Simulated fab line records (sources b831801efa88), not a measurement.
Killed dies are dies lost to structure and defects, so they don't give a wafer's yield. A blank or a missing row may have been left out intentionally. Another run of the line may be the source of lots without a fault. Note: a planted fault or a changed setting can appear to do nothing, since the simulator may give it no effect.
Split-lot trial | flow sky130 | route with 708 steps; 5 lots, 23 wafers read

== THE SPLIT ITSELF ==
At SKY_VIA1_ETCH_15 (etches SiO2 in C4F8/O2/Ar, stops on TiN, target depth 351 nm, time 54 s), the setting timeS was moved away from the recipe's 54 s on 6 of the 23 wafers read, by -9.8% to -8.7%. All remaining wafers had this setting at the recipe value.

The reading is taken at the split's own step.

== THE READING ==
KrF-thick_of_VIA1_COAT_07.thkNm (the simulator's own value, which no gauge read), in nm, at SKY_VIA1_ETCH_15 (etches SiO2 in C4F8/O2/Ar, stops on TiN, target depth 351 nm, time 54 s). There is no usual value for it anywhere in the file. The 17 wafers here that ran the recipe average 329.1 nm, standard deviation 2.1 nm.

wafer  | tool, chamber at the split | timeS as run, s | against the recipe | KrF-thick_of_VIA1_COAT_07.thkNm, nm | against lot-mates on the recipe
L074.1 | rieDiel-03, 1              | 48.73           | -9.8%              | 337.6                               | +6.3
L074.2 | rieDiel-03, 3              | 54              | recipe             | 331.6                               | -
L074.3 | rieDiel-03, 0              | 54              | recipe             | 331                                 | -
L074.5 | rieDiel-03, 1              | 48.73           | -9.8%              | 339.3                               | +8.0
L074.6 | rieDiel-03, 2              | 48.73           | -9.8%              | 336.9                               | +5.6
L075.1 | rieDiel-01, 0              | 49.32           | -8.7%              | 335                                 | +6.9
L075.3 | rieDiel-01, 2              | 49.32           | -8.7%              | 334.6                               | +6.5
L075.4 | rieDiel-01, 1              | 54              | recipe             | 327.6                               | -
L075.5 | rieDiel-01, 3              | 49.32           | -8.7%              | 333.7                               | +5.6
L075.6 | rieDiel-01, 2              | 54              | recipe             | 328.7                               | -
L077.1 | rieDiel-01, 0              | 54              | recipe             | 331.2                               | -
L077.2 | rieDiel-01, 3              | 54              | recipe             | 329                                 | -
L077.4 | rieDiel-01, 2              | 54              | recipe             | 330.4                               | -
L077.5 | rieDiel-01, 0              | 54              | recipe             | 330.6                               | -
L077.6 | rieDiel-01, 3              | 54              | recipe             | 327.6                               | -
L081.1 | rieDiel-04, 1              | 54              | recipe             | 326.6                               | -
L081.3 | rieDiel-04, 0              | 54              | recipe             | 325.5                               | -
L081.4 | rieDiel-04, 3              | 54              | recipe             | 325.7                               | -
L085.1 | rieDiel-03, 2              | 54              | recipe             | 326.6                               | -
L085.2 | rieDiel-03, 0              | 54              | recipe             | 331.5                               | -
L085.3 | rieDiel-03, 3              | 54              | recipe             | 328.1                               | -
L085.4 | rieDiel-03, 1              | 54              | recipe             | 331.9                               | -
L085.5 | rieDiel-03, 1              | 54              | recipe             | 330.7                               | -

FIT RESULTS
A straight line over all 23 wafers: KrF-thick_of_VIA1_COAT_07.thkNm changes by -0.783 nm for each +1% of timeS; r = -0.85; the points scatter about the line by 2.1 nm.
The same after taking each lot's own level away (the mean of its wafers on the recipe; 23 wafers): -0.699 nm for each +1%; r = -0.92; scatter 1.3 nm.
Per that fit: largest timeS move, reading shift of 6.8 nm.
Across the lots, their own levels run from 325.93 to 331.30 nm, a range of 2.5 times the standard deviation given above.
So the lot-to-lot level changes the slope: the two fits differ.
Check: for one of the wafers moved furthest among these (-9.8%), held out of the fit, the line's prediction against its lot-mates is +6.95 nm. Against them it came out at +6.3 nm.

== FURTHER SPLITS ON THESE WAFERS ==
Other splits were also applied to these wafers ahead of the reading. Each is held against what the fit with the lots' levels taken away leaves over:
other split on the same wafers             | wafers away from the commonest value | r with KrF-thick_of_VIA1_COAT_07.thkNm (lot level and that fit taken away)
SKY_LOCAL_INTERCONNECT_SPUTTER_00 timeS    | 9                                    | -0.17
SKY_LOCAL_INTERCONNECT_EXPOSE_08 doseMj    | 9                                    | +0.27
SKY_LOCAL_INTERCONNECT_ETCH_13 ionEnergyEv | 8                                    | +0.15
SKY_CONTACT_CMP_04 leaveAboveRefNm         | 6                                    | -0.05
SKY_CONTACT_EXPOSE_11 doseMj               | 11                                   | -0.23
SKY_METAL1_SPUTTER_00 timeS                | 8                                    | +0.05
SKY_METAL1_ETCH_18 icpW                    | 9                                    | +0.17

== THE WHOLE CHAIN: every reading that the file lists as answering this split, in the file's order ==
step             | what it does                                                            | reading                                                                          | change (the file's fit)               | r (the file's)
SKY_VIA1_ETCH_15 | etches SiO2 in C4F8/O2/Ar, stops on TiN, target depth 351 nm, time 54 s | VIA1.featureDepthNm (the simulator's own value, which no gauge read)             | +2.99 nm for each +1% of the setting  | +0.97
SKY_VIA1_ETCH_15 | etches SiO2 in C4F8/O2/Ar, stops on TiN, target depth 351 nm, time 54 s | KrF-thick_of_VIA1_COAT_07.thkNm (the simulator's own value, which no gauge read) | -0.702 nm for each +1% of the setting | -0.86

== THE FILE'S OWN FIT ==
KrF-thick_of_VIA1_COAT_07.thkNm changes by -0.702 nm for each +1% of timeS, r = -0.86.
